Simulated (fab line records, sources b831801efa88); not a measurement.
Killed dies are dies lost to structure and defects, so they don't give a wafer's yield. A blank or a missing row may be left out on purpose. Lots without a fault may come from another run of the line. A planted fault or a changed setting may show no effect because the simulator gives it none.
fab line records | flow sky130
record lots=6 wafers=17 last_day=50
route steps=708 shown LOCAL_INTERCONNECT@405 CONTACT@406 PAD_OPEN@708
lots that met no fault: from a run of the same line without faults
start_h: hours from the record's first day to the start of the lot's first wafer shown | wait_h: hours since the lot's step before | " the same as in the row above | L1.1+2: a row that stands for several wafers | - no value, or no start given | * or withheld: withheld | < > ~ a bound
route shown NAME@n: a module of which the file shows steps, and the number in the route of the first | usual: mean/standard deviation of fault-free wafers | same: alike in all rows | chamber/n: place in a boat | sites: the reading at each site | _std_site: their standard deviation | _edge_site: outer sites' mean less inner sites' | radius_mm: how far each site lies from the wafer's centre | mask NAME#n: copy n | behind: the tool/chamber that last shaped the wafer | hold: why the lot was held/for how many hours/how that ended | device: the transistor (n, p or np) that didn't switch | end of line: the same wafers' tests at the end of the route | a step without rows: its recipe alone | killed: dies lost to structure and defects at the first sort, not the wafer's yield | map: a wafer's dies, x killed, . not, _ none there
set.NAME: the setting as run; set.NAME@STEP: as run at that earlier step | model.NAME: the simulator's own value behind a step, which no gauge read
lots at some steps of the route; a table a step, a row a wafer
services: from which hour (start_h, from the record's first day; less than 0 if before it) a tool's chamber was out of use, for how many hours, and why
## steps
# step SKY_LOCAL_INTERCONNECT_CLEAN_18
# recipe chemistry=O3/DIW dry=n2_spin
# step SKY_CONTACT_CVD_00
# recipe material=Si3N4 target_thk_nm=75 temp_c=400 time_s=withheld rf_w=450
# usual heater_power_outer_w=430/62 heater_power_w=742/110 rf_fwd_power_W=443.7/2.3
# columns lot.wafer tool chamber start_h wait_h heater_power_outer_w heater_power_w rf_fwd_power_W
L736.1 pecvd-01 0 745.47 0.0 354 611 443.6
L736.5 " 2 " " 590 1025 438.3
L736.6 " 1 " " 428 710 442.4
L743.3 pecvd-01 2 783.73 0.0 500 927 442.2
L743.5 " 1 " " 418 671 444.8
L743.6 " 2 " " 501 937 440.7
L751.2 pecvd-02 2 834.35 0.0 432 769 444.0
L751.3 " 2 " " 435 808 443.7
L751.6 " 0 " " 344 599 445.1
L752.2 pecvd-04 0 842.58 0.0 412 714 443.5
L752.4 " 1 " " 436 715 445.9
L757.1 pecvd-04 2 868.31 0.0 497 815 444.4
L757.2 " 0 " " 357 618 442.6
L757.3 " 1 " " 431 733 447.6
L756.2 pecvd-04 0 872.60 0.0 436 728 442.8
L756.3 " 1 " " 422 736 446.8
L756.4 " 1 " " 427 734 448.1
# step SKY_CONTACT_THK_MEAS_01
# recipe reads=Si3N4_of_CONTACT_CVD_00
# usual CONTACT_CVD_00_THK=74.4/1.2
# columns lot.wafer tool chamber start_h wait_h CONTACT_CVD_00_THK[nm]
L736.1 film_metro-02 - 745.50 - 74.0
L736.5 " - " " 76.9
L736.6 " - " " 76.1
L743.3 film_metro-03 - 783.78 - 74.1
L743.5 " - " " 75.6
L743.6 " - " " 75.1
L751.2 film_metro-04 - 834.41 - 73.0
L751.3 " - " " 74.2
L751.6 " - " " 73.0
L752.2 film_metro-04 - 842.62 - 73.6
L752.4 " - " " 76.2
L757.1 film_metro-04 - 868.34 - 73.2
L757.2 " - " " 72.1
L757.3 " - " " 73.1
L756.2 film_metro-04 - 872.65 - 73.6
L756.3 " - " " 74.4
L756.4 " - " " 75.7
# step SKY_CONTACT_HDPCVD_02
# recipe material=SiO2 target_thk_nm=565 sigma_open_frac=0.3 time_s=94.2 temp_c=600 sih4_flow_sccm=60 pressure_mtorr=6
# step SKY_CONTACT_THK_MEAS_03
# recipe reads=SiO2_of_CONTACT_HDPCVD_02
# usual CONTACT_HDPCVD_THK=564/6
# columns lot.wafer tool chamber start_h wait_h CONTACT_HDPCVD_THK[nm]
L736.1 film_metro-03 - 745.63 0.0 564
L736.5 " - " " 564
L736.6 " - " " 563
L743.3 film_metro-04 - 783.91 0.1 563
L743.5 " - " " 567
L743.6 " - " " 566
L751.2 film_metro-03 - 834.54 0.0 554
L751.3 " - " " 547
L751.6 " - " " 559
L752.2 film_metro-03 - 842.75 0.0 559
L752.4 " - " " 561
L757.1 film_metro-04 - 868.47 0.0 562
L757.2 " - " " 564
L757.3 " - " " 564
L756.2 film_metro-03 - 872.77 0.0 568
L756.3 " - " " 560
L756.4 " - " " 568
# step SKY_CONTACT_CMP_04
# recipe material=SiO2 down_force_psi=4 platen_rpm=60 pad_velocity_m_s=0.94248
# usual motor_current_A=11.8/1.2 retaining_ring_pressure_frac=1.000/0.0051 time_to_endpoint_s=81/3.6
# columns lot.wafer tool chamber start_h wait_h motor_current_A retaining_ring_pressure_frac time_to_endpoint_s
L736.1 cmp-02 0 745.69 0.1 11.0 0.985 81
L736.5 " 0 " " 10.7 0.995 81
L736.6 " 1 " " 11.5 0.998 77
L743.3 cmp-01 3 784.05 0.1 14.1 1.007 76
L743.6 " 1 " " 13.8 1.001 81
L743.5 " 2 " " 12.4 1.006 78
L751.2 cmp-01 1 834.59 0.0 14.1 1.003 74
L751.3 " 2 " " 12.0 1.001 73
L751.6 " 2 " " 12.2 1.008 79
L752.4 cmp-02 3 842.80 0.0 12.3 1.004 83
L752.2 " 2 " " 10.3 1.000 77
L757.2 cmp-02 2 868.58 0.1 10.3 1.007 81
L757.1 " 3 " " 12.0 0.999 83
L757.3 " 0 " " 11.5 0.994 82
L756.4 cmp-02 1 872.87 0.1 12.0 1.008 83
L756.3 " 2 " " 10.7 1.001 78
L756.2 " 3 " " 12.4 0.992 84
# step SKY_CONTACT_BOW_MEAS_05
# recipe mode=bow
# usual CONTACT_BOW=81/7.3
# columns lot.wafer tool chamber start_h wait_h CONTACT_BOW[um]
L736.1 film_metro-03 - 745.99 0.2 82
L736.5 " - " " 90
L736.6 " - " " 85
L743.3 film_metro-03 - 784.29 0.2 92
L743.5 " - " " 89
L743.6 " - " " 81
L751.2 film_metro-02 - 834.91 0.3 89
L751.3 " - " " 79
L751.6 " - " " 100
L752.2 film_metro-03 - 843.12 0.1 80
L752.4 " - " " 80
L757.1 film_metro-04 - 868.83 0.1 81
L757.2 " - " " 73
L757.3 " - " " 75
L756.2 film_metro-04 - 873.14 0.1 75
L756.3 " - " " 82
L756.4 " - " " 78
# step SKY_CONTACT_DEHYDRATE_06
# recipe temp_c=200 time_s=60
# step SKY_CONTACT_HMDS_07
# recipe prime_time_s=60 prime_temp_c=120
# step SKY_CONTACT_COAT_08
# recipe resist=BARC temp_c=withheld time_s=withheld spin_rpm=3000 resist_thk_nm=60
# step SKY_CONTACT_COAT_09
# recipe resist=KrF-thick spin_rpm=3000 resist_thk_nm=450
# step SKY_CONTACT_SOFTBAKE_10
# recipe temp_c=100 time_s=90 resist=KrF-thick
# step SKY_CONTACT_EXPOSE_11
# recipe mask_id=CTM1 na=0.8 source_shape=annular sigma_inner=0.55 sigma_outer=0.85 target_cd_nm=170 dose_mj=38
# columns lot.wafer tool chamber start_h wait_h mask
L736.1+5+6 krf_scanner-02 0 759.92 - CTM1#0
L743.3+5+6 krf_scanner-01 0 798.00 - CTM1#0
L751.2+3+6 krf_scanner-01 0 848.05 - CTM1#0
L752.2+4 krf_scanner-01 0 856.33 - CTM1#0
L757.1+2+3 krf_scanner-02 0 882.54 - CTM1#0
L756.2+3+4 krf_scanner-02 0 889.01 - CTM1#0
# step SKY_CONTACT_PEB_12
# recipe peb_temp_c=withheld peb_time_s=withheld resist=KrF-thick
# step SKY_CONTACT_DEVELOP_13
# recipe develop_time_s=60 resist=KrF-thick dev_temp_c=21
# step SKY_CONTACT_CD_MEAS_14
# recipe target_cd_nm=170
# usual cd_nm=170.1/1.4
# columns lot.wafer tool chamber start_h wait_h cd_nm
L736.1 cd_sem-01 - 773.21 - 171.4
L736.5 " - " " 169.3
L736.6 " - " " 168.9
L743.3 cd_sem-01 - 811.20 - 169.6
L743.5 " - " " 171.3
L743.6 " - " " 170.9
L751.2 cd_sem-02 - 861.03 - 103.1
L751.3 " - " " 169.3
L751.6 " - " " 170.5
L752.2 cd_sem-02 - 869.33 - 104.4
L752.4 " - " " 170.5
L757.1 cd_sem-01 - 894.51 - 169.9
L757.2 " - " " 169.1
L757.3 " - " " 170.7
L756.2 cd_sem-01 - 900.93 - 167.8
L756.3 " - " " 168.2
L756.4 " - " " 167.5
# step SKY_CONTACT_OVL_MEAS_15
# usual CONTACT_OVL=3/5.9
# columns lot.wafer tool chamber start_h wait_h CONTACT_OVL[nm]
L736.1 overlay-02 - 773.33 0.1 -5
L736.5 " - " " -7
L736.6 " - " " -2
L743.3 overlay-01 - 811.29 0.1 6
L743.5 " - " " -1
L743.6 " - " " 2
L751.2 overlay-02 - 861.14 0.1 10
L751.3 " - " " 9
L751.6 " - " " 3
L752.2 overlay-01 - 869.43 0.1 7
L752.4 " - " " 2
L757.1 overlay-02 - 894.63 0.1 12
L757.2 " - " " 15
L757.3 " - " " 12
L756.2 overlay-02 - 901.03 0.1 3
L756.3 " - " " 3
L756.4 " - " " -4
# step SKY_CONTACT_ETCH_16
# recipe chemistry=N2/H2 target=BARC ion_energy_ev=200 source_w=500 bias_w=100 pressure_mtorr=30 n2_flow_sccm=100 h2_flow_sccm=200 stop_on=SiO2 time_s=45.9 target_depth_a=600
# usual drypump_motor_current_A=5.75/0.22 oes_product_au=0.854/0.0044 rf_fwd_power_W=494.8/1.9 throttle_valve_pct=13.225/0.0079
# columns lot.wafer tool chamber start_h wait_h drypump_motor_current_A oes_product_au rf_fwd_power_W rf_hours_counter_h throttle_valve_pct model.CONTACT.cd_nm
L736.1 rie_diel-03 3 773.36 0.0 5.75 0.853 495.8 5 13.222 171.5
L736.5 " 0 " " 5.97 0.852 493.8 - 13.234 170
L736.6 " 1 " " 5.53 0.861 494.7 - 13.239 168.2
L743.3 rie_diel-04 2 811.33 0.0 5.64 0.861 495.4 - 13.225 170.1
L743.5 " 0 " " 5.81 0.857 494.5 - 13.229 171.4
L743.6 " 2 " " 5.61 0.850 497.1 - 13.216 172.1
L751.2 rie_diel-03 1 861.17 0.0 5.55 0.859 496.2 12 13.236 103
L751.3 " 2 " " 5.67 0.851 493.8 7 13.220 168.9
L751.6 " 3 " " 5.78 0.858 496.5 - 13.226 170.8
L752.2 rie_diel-01 1 869.46 0.0 6.18 0.847 495.9 25 13.214 106
L752.4 " 3 " " 5.72 0.861 491.1 13 13.223 170.9
L757.1 rie_diel-03 0 894.67 0.0 6.00 0.849 494.7 1 13.228 171
L757.2 " 2 " " 5.66 0.846 495.0 8 13.222 169.3
L757.3 " 3 " " 5.76 0.854 494.9 9 13.235 170.9
L756.2 rie_diel-03 3 901.06 0.0 5.76 0.860 496.9 9 13.225 168.1
L756.3 " 2 " " 5.67 0.857 493.2 8 13.220 168.4
L756.4 " 1 " " 5.56 0.854 494.7 13 13.222 166.8
# step SKY_CONTACT_ETCH_17
# recipe target=SiO2 chemistry=C4F8/O2/Ar stop_on=Si3N4 mask_material=KrF-thick source_w=1500 bias_w=1200 pressure_mtorr=40 c4f8_flow_sccm=withheld O2_flow_sccm=6 Ar_flow_sccm=300 time_s=withheld target_depth_a=3400
# usual oes_product_au=0.891/0.0049 rf_fwd_power_W=1488/5.6
# columns lot.wafer tool chamber start_h wait_h oes_product_au rf_fwd_power_W
L736.1 rie_diel-03 3 773.40 0.0 0.900 1490
L736.5 " 0 " " 0.887 1492
L736.6 " 1 " " 0.887 1484
L743.3 rie_diel-04 2 811.40 0.0 0.889 1489
L743.5 " 0 " " 0.893 1488
L743.6 " 2 " " 0.890 1490
L751.2 rie_diel-03 1 861.21 0.0 0.890 1484
L751.3 " 2 " " 0.887 1487
L751.6 " 3 " " 0.890 1492
L752.2 rie_diel-01 1 869.50 0.0 0.892 1491
L752.4 " 3 " " 0.892 1485
L757.1 rie_diel-03 0 894.71 0.0 0.892 1490
L757.2 " 2 " " 0.888 1494
L757.3 " 3 " " 0.890 1496
L756.2 rie_diel-03 3 901.11 0.0 0.890 1479
L756.3 " 2 " " 0.892 1487
L756.4 " 1 " " 0.893 1479
# step SKY_CONTACT_ETCH_18
# recipe target=Si3N4 chemistry=CHF3/O2 stop_on=TiN source_w=600 bias_w=200 pressure_mtorr=40 chf3_flow_sccm=50 O2_flow_sccm=5 time_s=39 target_depth_a=750
# usual chf3_flow_sccm=49.98/0.14 drypump_motor_current_A=5.74/0.22 oes_product_au=0.851/0.0085 rf_fwd_power_W=593.0/2.3 throttle_valve_pct=8.792/0.0084
# columns lot.wafer tool chamber start_h wait_h chf3_flow_sccm drypump_motor_current_A oes_product_au rf_fwd_power_W rf_hours_counter_h throttle_valve_pct model.CONTACT.cd_nm
L736.1 rie_diel-03 3 - - 49.84 5.73 0.851 592.9 5 8.801 171.3
L736.5 " 0 " " 50.22 6.00 0.864 592.8 - 8.791 169.9
L736.6 " 1 " " 49.79 5.54 0.863 590.5 - 8.810 168.2
L743.3 rie_diel-04 2 - - 50.04 5.59 0.848 595.7 - 8.787 169.6
L743.5 " 0 " " 50.22 5.80 0.857 596.0 - 8.785 171.3
L743.6 " 2 " " 49.88 5.58 0.859 594.4 - 8.802 171.5
L751.2 rie_diel-03 1 - - 50.01 5.56 0.845 595.0 12 8.790 103.4
L751.3 " 2 " " 50.14 5.65 0.846 591.0 7 8.789 168.9
L751.6 " 3 " " 50.23 5.76 0.847 595.2 - 8.791 170.6
L752.2 rie_diel-01 1 - - 49.66 6.20 0.842 591.3 25 8.800 105.9
L752.4 " 3 " " 50.12 5.71 0.858 591.8 13 8.806 170.8
L757.1 rie_diel-03 0 - - 49.99 6.01 0.840 594.5 1 8.782 170.8
L757.2 " 2 " " 50.03 5.65 0.830 591.7 8 8.786 169.6
L757.3 " 3 " " 49.96 5.77 0.839 595.9 9 8.792 170.7
L756.2 rie_diel-03 3 - - 49.73 5.75 0.850 593.5 9 8.783 168
L756.3 " 2 " " 49.79 5.65 0.851 594.0 9 8.782 168.9
L756.4 " 1 " " 50.00 5.57 0.857 593.8 13 8.800 167.2
# step SKY_CONTACT_STRIP_19
# recipe chemistry=O2/N2 power_w=1400 pressure_mtorr=1500 platen_temp_c=withheld o2_flow_sccm=3000 n2_flow_sccm=300 overash_fraction=0.5
# usual drypump_motor_current_A=5.8/0.62 oes_product_au=0.380/0.0045 strip_time_to_endpoint_s=3.628/0.029
# columns lot.wafer tool chamber start_h wait_h drypump_motor_current_A oes_product_au rf_hours_counter_h strip_time_to_endpoint_s
L736.1 plasma_asher-01 1 773.49 - 4.9 0.377 37 3.612
L736.5 " 1 " " 4.9 0.381 - 3.653
L736.6 " 0 " " 5.8 0.385 - 3.613
L743.3 plasma_asher-01 1 811.54 - 4.9 0.383 - 3.651
L743.5 " 1 " " 4.9 0.379 - 3.589
L743.6 " 0 " " 5.8 0.384 - 3.623
L751.2 plasma_asher-01 1 861.30 - 4.9 0.380 47 3.569
L751.3 " 1 " " 4.9 0.377 - 3.645
L751.6 " 0 " " 5.8 0.374 - 3.571
L752.2 plasma_asher-02 0 869.59 - 6.7 0.382 73 3.655
L752.4 " 1 " " 5.7 0.383 - 3.644
L757.1 plasma_asher-02 0 894.80 - 6.7 0.374 76 3.643
L757.2 " 1 " " 5.7 0.384 76 3.699
L757.3 " 1 " " 5.7 0.374 - 3.627
L756.2 plasma_asher-02 1 901.20 - 5.7 0.369 76 3.603
L756.3 " 0 " " 6.7 0.377 - 3.670
L756.4 " 1 " " 5.7 0.383 - 3.626
# step SKY_PAD_OPEN_PROBE_99
# usual killed_at_M0_to_M3=44/6.5 killed_at_M4_up=3.3/1.9 killed_at_contacts=24/5.3 killed_at_front_end=15/4.5 killed_at_other=0.3/0.58 killed_dies=87/9.3 killed_on_rim=17/4.2 killed_open=48/6.6 killed_short=39/6.1
# same gross_dies=492 killed_at_back_side=0
# columns lot.wafer tool chamber start_h wait_h killed_at_M0_to_M3 killed_at_M4_up killed_at_contacts killed_at_front_end killed_at_other killed_dies killed_on_rim killed_open killed_short
L743.3 prober-02 - 1133.93 0.2 40 1 20 12 0 73 14 37 36
L743.5 prober-02 - 1134.03 0.2 29 6 15 20 0 70 11 39 31
L743.6 prober-02 - 1134.08 0.2 49 3 29 13 0 94 22 57 37
L751.2 prober-01 - 1168.28 0.1 45 4 426 16 1 492 96 59 33
L751.3 prober-01 - 1168.33 0.2 31 3 26 16 1 77 16 38 39
L751.6 prober-01 - 1168.48 0.2 51 2 29 17 0 99 20 51 48
L752.2 prober-01 - 1174.93 0.1 54 4 426 8 0 492 96 39 46
L752.4 prober-01 - 1175.03 0.2 47 3 18 18 0 86 16 45 41
L756.2 prober-01 - 1192.69 0.1 44 3 31 11 0 89 18 50 39
L756.3 prober-01 - 1192.74 0.2 35 5 17 17 1 75 16 47 28
L756.4 prober-01 - 1192.79 0.2 40 5 29 8 0 82 12 50 32
# killed by level:class
L743.3 VIA1:geometric_particle:open=9 METAL2:geometric_particle:short=8 VIA2:geometric_particle:open=7 LOCAL_INTERCONNECT:geometric_particle:short=6 LI_CONTACT:geometric_particle:open=5 VIA3:geometric_particle:open=5 CONTACT:geometric_particle:open=4 CONTACT:geometric_particle:short=4
L743.5 FIELD_ISO:geometric_particle:open=8 LI_CONTACT:geometric_particle:open=7 METAL1:geometric_particle:short=6 CONTACT:geometric_particle:open=5 POLY_GATE:geometric_particle:open=4 VIA2:geometric_particle:open=4 VIA1:geometric_particle:open=4 METAL2:geometric_particle:short=4
L743.6 VIA1:geometric_particle:open=16 CONTACT:geometric_particle:open=12 LOCAL_INTERCONNECT:geometric_particle:short=7 VIA3:geometric_particle:open=7 VIA1:geometric_particle:short=6 METAL2:geometric_particle:short=6 VIA2:geometric_particle:open=5 POLY_GATE:geometric_particle:short=4
L751.2 CONTACT:area_expose=400 VIA1:geometric_particle:open=15 CONTACT:geometric_particle:open=12 VIA3:geometric_particle:open=8 LI_CONTACT:geometric_particle:open=8 POLY_GATE:geometric_particle:short=6 METAL2:geometric_particle:short=6 FIELD_ISO:geometric_particle:open=3
L751.3 CONTACT:geometric_particle:open=8 LI_CONTACT:geometric_particle:open=6 CONTACT:geometric_particle:short=6 VIA3:geometric_particle:open=6 METAL2:geometric_particle:short=6 VIA1:geometric_particle:open=5 METAL1:geometric_particle:short=5 LOCAL_INTERCONNECT:geometric_particle:short=4
L751.6 CONTACT:geometric_particle:open=13 METAL1:geometric_particle:short=12 LI_CONTACT:geometric_particle:open=8 VIA1:geometric_particle:open=7 FIELD_ISO:geometric_particle:short=6 VIA2:geometric_particle:open=6 VIA3:geometric_particle:open=6 VIA2:geometric_particle:short=5
L752.2 CONTACT:area_expose=407 VIA1:geometric_particle:open=13 METAL2:geometric_particle:short=9 METAL1:geometric_particle:short=7 VIA2:geometric_particle:open=7 FIELD_ISO:geometric_particle:short=6 CONTACT:geometric_particle:short=6 CONTACT:geometric_particle:open=6
L752.4 VIA1:geometric_particle:open=12 VIA3:geometric_particle:open=9 VIA1:geometric_particle:short=6 POLY_GATE:geometric_particle:short=5 LI_CONTACT:geometric_particle:open=5 POLY_GATE:geometric_particle:open=4 CONTACT:geometric_particle:open=4 METAL2:geometric_particle:short=4
L756.2 CONTACT:geometric_particle:open=14 VIA1:geometric_particle:open=9 VIA2:geometric_particle:open=8 FIELD_ISO:geometric_particle:short=5 CONTACT:geometric_particle:short=5 METAL2:geometric_particle:short=5 VIA3:geometric_particle:open=5 LI_CONTACT:geometric_particle:open=4
L756.3 VIA1:geometric_particle:open=10 POLY_GATE:geometric_particle:open=7 CONTACT:geometric_particle:open=7 VIA1:geometric_particle:short=5 VIA3:geometric_particle:open=5 FIELD_ISO:geometric_particle:open=4 LI_CONTACT:geometric_particle:open=3 LOCAL_INTERCONNECT:geometric_particle:short=3
L756.4 CONTACT:geometric_particle:open=16 VIA1:geometric_particle:open=10 LI_CONTACT:geometric_particle:open=6 VIA3:geometric_particle:open=5 CONTACT:geometric_particle:short=4 METAL2:geometric_particle:short=4 VIA2:geometric_particle:open=4 METAL3:geometric_particle:short=4
# map L751.2 (x killed, . not)
__________xxxxxxxxxx_________
________xxxxxxxxxxxxxx_______
______xxxxxxxxxxxxxxxxxx_____
_____xxxxxxxxxxxxxxxxxxxx____
____xxxxxxxxxxxxxxxxxxxxxx___
___xxxxxxxxxxxxxxxxxxxxxxxx__
__xxxxxxxxxxxxxxxxxxxxxxxxxx_
_xxxxxxxxxxxxxxxxxxxxxxxxxxxx
_xxxxxxxxxxxxxxxxxxxxxxxxxxxx
_xxxxxxxxxxxxxxxxxxxxxxxxxxxx
_xxxxxxxxxxxxxxxxxxxxxxxxxxxx
_xxxxxxxxxxxxxxxxxxxxxxxxxxxx
_xxxxxxxxxxxxxxxxxxxxxxxxxxxx
_xxxxxxxxxxxxxxxxxxxxxxxxxxxx
_xxxxxxxxxxxxxxxxxxxxxxxxxxxx
__xxxxxxxxxxxxxxxxxxxxxxxxxx_
___xxxxxxxxxxxxxxxxxxxxxxxx__
____xxxxxxxxxxxxxxxxxxxxxx___
_____xxxxxxxxxxxxxxxxxxxx____
______xxxxxxxxxxxxxxxxxx_____
________xxxxxxxxxxxxxx_______
__________xxxxxxxxxx_________
# map L752.2 (x killed, . not)
__________xxxxxxxxxx_________
________xxxxxxxxxxxxxx_______
______xxxxxxxxxxxxxxxxxx_____
_____xxxxxxxxxxxxxxxxxxxx____
____xxxxxxxxxxxxxxxxxxxxxx___
___xxxxxxxxxxxxxxxxxxxxxxxx__
__xxxxxxxxxxxxxxxxxxxxxxxxxx_
_xxxxxxxxxxxxxxxxxxxxxxxxxxxx
_xxxxxxxxxxxxxxxxxxxxxxxxxxxx
_xxxxxxxxxxxxxxxxxxxxxxxxxxxx
_xxxxxxxxxxxxxxxxxxxxxxxxxxxx
_xxxxxxxxxxxxxxxxxxxxxxxxxxxx
_xxxxxxxxxxxxxxxxxxxxxxxxxxxx
_xxxxxxxxxxxxxxxxxxxxxxxxxxxx
_xxxxxxxxxxxxxxxxxxxxxxxxxxxx
__xxxxxxxxxxxxxxxxxxxxxxxxxx_
___xxxxxxxxxxxxxxxxxxxxxxxx__
____xxxxxxxxxxxxxxxxxxxxxx___
_____xxxxxxxxxxxxxxxxxxxx____
______xxxxxxxxxxxxxxxxxx_____
________xxxxxxxxxxxxxx_______
__________xxxxxxxxxx_________
## services
# columns tool chamber start_h hours kind
krf_scanner-02 - 721.56 0.8 pm
krf_scanner-02 - 727.92 1.3 pm
rie_diel-04 2 739.08 7.0 repair
rie_diel-03 3 749.04 3.4 repair
cmp-02 - 749.33 2.4 pm
krf_scanner-01 - 769.71 1.3 pm
krf_scanner-01 - 774.45 1.0 pm
krf_scanner-01 - 775.45 3.6 pm
rie_diel-04 - 779.40 14.6 pm
plasma_asher-01 - 787.57 2.8 pm
rie_diel-03 - 791.89 2.8 pm
pecvd-04 - 794.21 0.8 pm
krf_scanner-02 - 796.57 7.2 pm
rie_diel-04 1 806.00 5.7 repair
rie_diel-04 3 807.04 5.5 repair
krf_scanner-01 - 812.63 11.0 repair
plasma_asher-02 - 826.96 14.6 pm
pecvd-04 2 829.64 5.9 repair
krf_scanner-01 - 842.21 0.8 pm
rie_diel-03 0 843.80 3.6 repair
krf_scanner-02 - 847.86 1.0 pm
krf_scanner-01 - 886.38 9.2 repair
rie_diel-04 0 893.78 9.7 repair
krf_scanner-02 - 895.56 0.8 pm
## key
first_sign step=SKY_CONTACT_CD_MEAS_14 reading=cd_nm direction=down sigmas=46 usual=170.1 struck=103.8
effect step=SKY_PAD_OPEN_PROBE_99 reading=killed_at_contacts direction=up sigmas=75 usual=24 struck=426
model_effect step=SKY_CONTACT_ETCH_16 value=CONTACT.cd_nm without=171.1 struck=104.5
model_effect step=SKY_CONTACT_ETCH_18 value=CONTACT.cd_nm without=171.2 struck=104.6
more_kills_born_at SKY_CONTACT_EXPOSE_11@krf_scanner-01=807
met_at SKY_CONTACT_EXPOSE_11
struck_wafers L751.2,L752.2
later_rows_left_out L751.2,L752.2
tester_left_out L751,L752
onset_between 798.00 848.05
fault kind=process_parameter_drift tool=krf_scanner-01 chamber=- onset_h=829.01 steps=SKY_CONTACT_EXPOSE_11 channel=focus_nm offset=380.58 shape=step end_h=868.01 scope=struck_wafers_only
# tester_left_out: of these lots the tester's yield and bins aren't shown, on N5 and GAA mostly nor the transistor test; their killed dies are dies lost to structure and defects alone, not to doping, threshold or leakage, so they don't give the yield
# later_rows_left_out: the simulator's readings of these wafers behind a module that went badly wrong aren't trusted and aren't shown, but for the sort
